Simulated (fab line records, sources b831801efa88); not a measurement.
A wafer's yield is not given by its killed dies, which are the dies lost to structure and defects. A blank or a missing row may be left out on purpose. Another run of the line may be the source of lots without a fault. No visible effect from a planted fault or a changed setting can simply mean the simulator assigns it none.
The same fault as seen by 2 desks	flow sky130	only its own numbers are on each desk; what lay behind them is given at the end

== AT THE METROLOGY DESK ==
What the gauges read, lot by lot, whatever tool the lot ran on: means of the sampled wafers that have a number. Marked OUT: a lot whose mean sits more than 4 standard deviations from the usual mean, which makes it out of limits; the brackets give that distance.
Columns: A = cdNm at SKY_VT_ADJUST_HVTR_CD_MEAS_07, usual 380.3 nm; B = VT_ADJUST_HVTR_OVL at SKY_VT_ADJUST_HVTR_OVL_MEAS_08, usual -0.1 nm
lot	first seen here	A	B
L925	day 9 18:19	376.2	-0.6
L927	day 10 09:32	378.4	-0.5
L930	day 11 03:32	383.3	-1.3
L931	day 11 16:16	380.8	0.7
L933	day 12 04:41	377.6	0.9
L934	day 12 10:10	383.9	-1.9
L935	day 12 22:28	382.0	0.2
L941	day 14 18:37	381.0	-0.6
L942	day 15 02:13	379.9	0.1
L943	day 15 11:08	381.3	1.8
L944	day 15 11:10	378.0	0.4
L945	day 15 20:14	382.6	-0.5
L947	day 16 14:22	378.7	0.7
This desk found nothing out of limits on any of the 13 lots.

== FOR THE TOOL OWNER'S DESK: wetBench-02 ==
The tool's own readings at SKY_SONOS_ONO_WET_ETCH_16 (etches SiO2 in dHF, target depth 14 nm, time 280 s): means of the sampled wafers that have a number, for each lot that ran on this tool. Marked OUT: a lot whose mean sits more than 4 standard deviations from the usual mean, which makes it out of limits; the brackets give that distance.
Columns: A = runLengthS at SKY_SONOS_ONO_WET_ETCH_16, usual 308 s; B = tempC at SKY_SONOS_ONO_WET_ETCH_16, usual 25.00 C
lot	first seen here	A	B
L927	day 13 16:47	306	24.90
L930	day 14 12:06	304	25.09
L931	day 15 03:38	313	24.78
L934	day 16 04:34	304	25.17
L942	day 19 00:13	237 (-17) OUT	25.03
L943	day 19 06:38	230 (-19) OUT	25.02
This desk's finding: out of limits on L942, L943; first on L942, day 19 00:13 (runLengthS at SKY_SONOS_ONO_WET_ETCH_16). L927, L930, L931, L934: within limits.

== ALL TOGETHER ==
On L942, L943, at day 19 00:13, an alarm was possible from the tool owner's desk.
The metrology desk saw nothing out of limits.
The metrology desk has L942, L943 on record, within its limits.
On wetBench-02, each named lot ran SKY_SONOS_ONO_WET_ETCH_16.

== WHAT WAS PUT IN BY THE SIMULATOR ==
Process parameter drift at SKY_SONOS_ONO_WET_ETCH_16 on wetBench-02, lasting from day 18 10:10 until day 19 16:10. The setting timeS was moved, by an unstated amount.
Struck lots among those shown: L942, L943.
Time in hours from fault onset to the first out-of-limits reading at each desk: the tool owner's desk, 14.
